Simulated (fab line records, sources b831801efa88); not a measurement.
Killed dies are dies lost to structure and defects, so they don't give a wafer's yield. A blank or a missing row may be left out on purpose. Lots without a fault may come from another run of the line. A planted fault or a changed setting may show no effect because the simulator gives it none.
Problem report in the 8D (eight disciplines) form, filled by code | flow sky130 | the parts of the form that need people (team, actions taken, sign-off) are left out

1. THE PROBLEM
overpolish_run_s at SKY_CONTACT_CMP_27 reads a mean of 0.039 s on 2 wafers of 1 lot; wafers without a fault read 15.000 s with a standard deviation of 0.0085. That is -99 or more standard deviations from the usual mean.
The step: polishes, stops on SiO2, t overpolish 15 s, target thk 0 nm.
First seen on wafer L113.2, day 35 19:57, on cmp-02. The record holds 39 wafers of 13 lots with a number at this step. Rule for "out", or "out of limits": more than 4 standard deviations from the usual mean. The other wafers with a number count as sound.

2. WHAT IT IS AND WHAT IT IS NOT
question                    | is                                   | is not
which readings at this step | overpolish_run_s, time_to_endpoint_s | motor_current_A
which lots                  | L113                                 | L100, L101, L102, L104, L105, L106, L108, L109, L110, L114, L116, L122
which wafers of those lots  | L113.2, L113.3                       | L113.5
read on which tools         | cmp-02                               | cmp-01
when                        | from day 35 19:57                    | up to then (28 sound wafers); but 9 sound wafers of L114, L116, L122 came after

3. SUSPECTS, AND WHAT RULES EACH OUT
Counting: a tool at a process step up to the reading stays a suspect if it ran every lot that is out. Sound lots after the first of them don't rule it out here, since some wafers of a struck lot are sound.
- rie_diel-02 at SKY_CONTACT_ETCH_16 (etches BARC in N2/H2, stops on SiO2, time 45.9 s, target depth 60 nm): kept. It ran the lot that is out, L113 (day 35 18:41); its last sound lot up to then is L109 (day 34 13:58).
- cmp-02 at SKY_CONTACT_CMP_27 (polishes, stops on SiO2, t overpolish 15 s, target thk 0 nm): kept. It ran the lot that is out, L113 (day 35 19:57); its last sound lot up to then is L109 (day 34 15:08). Its own readings are out on those wafers: overpolish_run_s, time_to_endpoint_s.
- Within rie_diel-02 at SKY_CONTACT_ETCH_16: the wafers that are out ran in chambers 2, 3; their sound lot-mates ran in chamber 0.
- Within cmp-02 at SKY_CONTACT_CMP_27: the wafers that are out ran in chambers 1, 2; their sound lot-mates ran in chamber 0.
Left after counting: rie_diel-02 at SKY_CONTACT_ETCH_16, cmp-02 at SKY_CONTACT_CMP_27.

4. THE CAUSE (what the simulator had put in)
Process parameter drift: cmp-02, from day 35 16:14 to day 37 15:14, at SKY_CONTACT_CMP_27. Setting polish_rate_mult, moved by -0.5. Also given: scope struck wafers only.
Counting left 2 suspects, and this tool is among them.

5. THE CHAIN OF EFFECTS, in route order
Each row: a reading whose mean over the struck wafers that have a number lies more than 3 standard deviations from the usual. Only readings for which the record gives a usual standard deviation are gone through. hours: the time from each lot's start at the first step in this table that gives one to its start at this step, as a median over the lots. sigmas: the change in usual standard deviations.
hours | step                  | reading            | usual    | on struck wafers | change  | sigmas
0     | SKY_CONTACT_CMP_27    | overpolish_run_s   | 15.000 s | 0.039            | -14.960 | -99 or more
0     | SKY_CONTACT_CMP_27    | time_to_endpoint_s | 82 s     | 124              | +42     | +9.7
315   | SKY_PAD_OPEN_PROBE_99 | killed_at_contacts | 25       | 436              | +410    | +77
315   | SKY_PAD_OPEN_PROBE_99 | killed_dies        | 85       | 492              | +407    | +43
315   | SKY_PAD_OPEN_PROBE_99 | killed_on_rim      | 17       | 96               | +79     | +20
The process steps in it:
- SKY_CONTACT_CMP_27: polishes, stops on SiO2, t overpolish 15 s, target thk 0 nm.
- SKY_PAD_OPEN_PROBE_99

6. WHAT WOULD HAVE CAUGHT IT SOONER
In this record the first reading out of limits was taken at day 35 19:57, 4 hours after the fault began at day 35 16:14.
